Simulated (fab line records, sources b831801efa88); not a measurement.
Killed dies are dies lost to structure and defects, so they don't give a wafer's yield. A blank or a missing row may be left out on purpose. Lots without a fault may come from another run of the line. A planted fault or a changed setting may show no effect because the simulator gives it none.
Which tool did it? | flow sky130 | 12 lots, 34 wafers sampled, at 5 steps of a route of 708

WHAT THE GAUGES READ, wafer by wafer
SKY_PASSIVATION_THK_MEAS_01.
lot  | measured     | on            | PASSIVATION_CVD_00_THK (nm)
L613 | day 44 06:26 | film_metro-01 | 88.4 89.9 89.8
L615 | day 45 01:44 | film_metro-03 | 87.6 62.7
L618 | day 45 20:59 | film_metro-02 | 88.6 64.2
L624 | day 47 01:56 | film_metro-02 | 88.0 88.3 90.7
L623 | day 47 10:04 | film_metro-02 | 90.7 87.3 88.9
L625 | day 47 13:47 | film_metro-02 | 89.1 90.1 90.6
L628 | day 48 16:13 | film_metro-02 | 89.1 91.5 90.5
L627 | day 48 16:57 | film_metro-01 | 90.6 90.6 89.4
L631 | day 48 22:08 | film_metro-01 | 90.7 89.4 90.0
L632 | day 49 01:25 | film_metro-03 | 91.2 93.4 94.3
L633 | day 49 10:15 | film_metro-03 | 90.6 89.5 90.1
L634 | day 49 14:20 | film_metro-03 | 90.0 92.5 91.7

SKY_PAD_OPEN_BOW_MEAS_13.
lot  | measured     | on            | PAD_OPEN_BOW (um)
L613 | day 46 03:50 | film_metro-02 | 38 32 43
L615 | day 46 22:43 | film_metro-04 | 40 38
L618 | day 47 15:24 | film_metro-03 | 59 62
L624 | day 48 19:13 | film_metro-04 | 52 35 41
L623 | day 49 02:28 | film_metro-03 | 38 47 44
L625 | day 49 04:58 | film_metro-04 | 47 50 49
L628 | day 50 04:16 | film_metro-04 | 56 42 61
L627 | day 50 05:12 | film_metro-02 | 47 38 56
L631 | day 50 09:45 | film_metro-04 | 51 52 45
L632 | day 50 13:23 | film_metro-03 | 41 45 39
L633 | day 50 21:19 | film_metro-04 | 42 37 36
L634 | day 51 00:30 | film_metro-03 | 56 45 45

WHICH TOOL RAN EACH LOT (tool, then ch and the chambers of the sampled wafers, then the start)
lot  | SKY_METAL3_STRIP_19                  | SKY_METAL4_METAL_ETCH_18          | SKY_PASSIVATION_CVD_00
L613 | plasma_asher-01 ch 0,1, day 39 00:16 | rie_metal-03 ch 0,1, day 42 05:10 | pecvd-02 ch 0,1,2, day 44 06:24
L615 | plasma_asher-04 ch 0,1, day 39 20:53 | rie_metal-02 ch 1, day 43 00:34   | pecvd-02 ch 2, day 45 01:43
L618 | plasma_asher-04 ch 0,1, day 40 19:49 | rie_metal-03 ch 0, day 43 21:32   | pecvd-02 ch 1,2, day 45 20:58
L624 | plasma_asher-04 ch 0,1, day 42 04:13 | rie_metal-04 ch 0,1, day 45 04:41 | pecvd-03 ch 0,1,2, day 47 01:55
L623 | plasma_asher-04 ch 0,1, day 42 15:44 | rie_metal-04 ch 0,1, day 45 14:08 | pecvd-01 ch 0,1, day 47 10:02
L625 | plasma_asher-01 ch 0,1, day 42 19:31 | rie_metal-04 ch 0,1, day 45 17:55 | pecvd-03 ch 0,2, day 47 13:45
L628 | plasma_asher-01 ch 0,1, day 44 02:11 | rie_metal-04 ch 0,1, day 46 21:55 | pecvd-02 ch 0,1, day 48 16:11
L627 | plasma_asher-01 ch 0,1, day 44 02:51 | rie_metal-04 ch 0,1, day 46 23:01 | pecvd-02 ch 0,1,2, day 48 16:55
L631 | plasma_asher-02 ch 0,1, day 44 10:00 | rie_metal-03 ch 0,1, day 47 04:34 | pecvd-02 ch 0,1,2, day 48 22:06
L632 | plasma_asher-02 ch 0,1, day 44 15:13 | rie_metal-02 ch 0,1, day 47 08:49 | pecvd-01 ch 1,2, day 49 01:24
L633 | plasma_asher-01 ch 0,1, day 45 00:05 | rie_metal-03 ch 0,1, day 47 17:48 | pecvd-02 ch 0,1,2, day 49 10:13
L634 | plasma_asher-01 ch 0,1, day 45 05:56 | rie_metal-03 ch 0,1, day 47 22:45 | pecvd-01 ch 1,2, day 49 14:18
- SKY_METAL3_STRIP_19: strips in O2/N2.
- SKY_METAL4_METAL_ETCH_18: etches the open film in Cl2/BCl3, stops on SiO2, target depth 845 nm, time 183.1 s.
- SKY_PASSIVATION_CVD_00: deposits SiO2, target thk 90 nm.

WHAT THE TOOLS THEMSELVES READ (means of the sampled wafers that have a number; where no wafer has one, the mark that the record gives instead)
SKY_METAL3_STRIP_19.
lot  | tool            | drypump_motor_current_A (A) | oes_product_au (a.u.) | strip_time_to_endpoint_s (s)
L613 | plasma_asher-01 | 5.39                        | 0.491                 | 6.38
L615 | plasma_asher-04 | 5.54                        | 0.500                 | 6.44
L618 | plasma_asher-04 | 5.53                        | 0.506                 | 6.56
L624 | plasma_asher-04 | 5.50                        | 0.503                 | 6.67
L623 | plasma_asher-04 | 5.60                        | 0.497                 | 6.51
L625 | plasma_asher-01 | 5.39                        | 0.503                 | 6.51
L628 | plasma_asher-01 | 5.33                        | 0.505                 | 6.45
L627 | plasma_asher-01 | 5.37                        | 0.496                 | 6.48
L631 | plasma_asher-02 | 5.49                        | 0.510                 | 6.64
L632 | plasma_asher-02 | 5.50                        | 0.505                 | 6.65
L633 | plasma_asher-01 | 5.31                        | 0.504                 | 6.55
L634 | plasma_asher-01 | 5.30                        | 0.507                 | 6.61

SKY_METAL4_METAL_ETCH_18.
lot  | tool         | drypump_motor_current_A (A) | oes_product_au (a.u.) | throttle_valve_pct (%)
L613 | rie_metal-03 | 5.5                         | 0.860                 | 22.261
L615 | rie_metal-02 | 5.8                         | 0.861                 | 22.272
L618 | rie_metal-03 | 6.0                         | 0.858                 | 22.250
L624 | rie_metal-04 | 5.4                         | 0.856                 | 22.273
L623 | rie_metal-04 | 5.4                         | 0.861                 | 22.269
L625 | rie_metal-04 | 5.6                         | 0.861                 | 22.264
L628 | rie_metal-04 | 5.6                         | 0.879                 | 22.269
L627 | rie_metal-04 | 5.4                         | 0.863                 | 22.263
L631 | rie_metal-03 | 5.5                         | 0.864                 | 22.271
L632 | rie_metal-02 | 6.0                         | 0.864                 | 22.266
L633 | rie_metal-03 | 5.8                         | 0.862                 | 22.258
L634 | rie_metal-03 | 5.5                         | 0.864                 | 22.269

SKY_PASSIVATION_CVD_00.
lot  | tool     | heater_power_w (W)
L613 | pecvd-02 | 717
L615 | pecvd-02 | 755
L618 | pecvd-02 | 674
L624 | pecvd-03 | 633
L623 | pecvd-01 | 723
L625 | pecvd-03 | 745
L628 | pecvd-02 | 587
L627 | pecvd-02 | 687
L631 | pecvd-02 | 651
L632 | pecvd-01 | 720
L633 | pecvd-02 | 674
L634 | pecvd-01 | 674

THE ANSWER, worked out from the rows above alone
Rule: what is usual is taken from the lots themselves. Put in order of their means at a reading, lots are off if they are a third of the lots or fewer, leave a main group of 4 or more, and stand apart from it by a gap of 3 or more times the standard deviation of the main group's means; of several such gaps the widest counts. A main group whose means are all the same, to the digits that the tables above print for the reading, isn't used. A lot without any number at a reading at which 4 lots or more have one is off too. The other lots that the step has rows for count as sound. The gauges are gone through in route order, then the tools' own readings, and for those a lot's mean is taken as printed above. The first step at which some lot is off is used, and at that step the reading that is off furthest; a lot without a number counts as furthest.
Off: L615, L618, at SKY_PASSIVATION_THK_MEAS_01 (PASSIVATION_CVD_00_THK). The main group: mean 90.2 nm, standard deviation 1.1.
A tool fits if, at a process step before that reading, it ran every lot that is off, and no sound lot after the first of them. The gauges at SKY_PASSIVATION_THK_MEAS_01 are tried like those tools. None of those tried fits.

WHAT THE SIMULATOR HAD PUT IN
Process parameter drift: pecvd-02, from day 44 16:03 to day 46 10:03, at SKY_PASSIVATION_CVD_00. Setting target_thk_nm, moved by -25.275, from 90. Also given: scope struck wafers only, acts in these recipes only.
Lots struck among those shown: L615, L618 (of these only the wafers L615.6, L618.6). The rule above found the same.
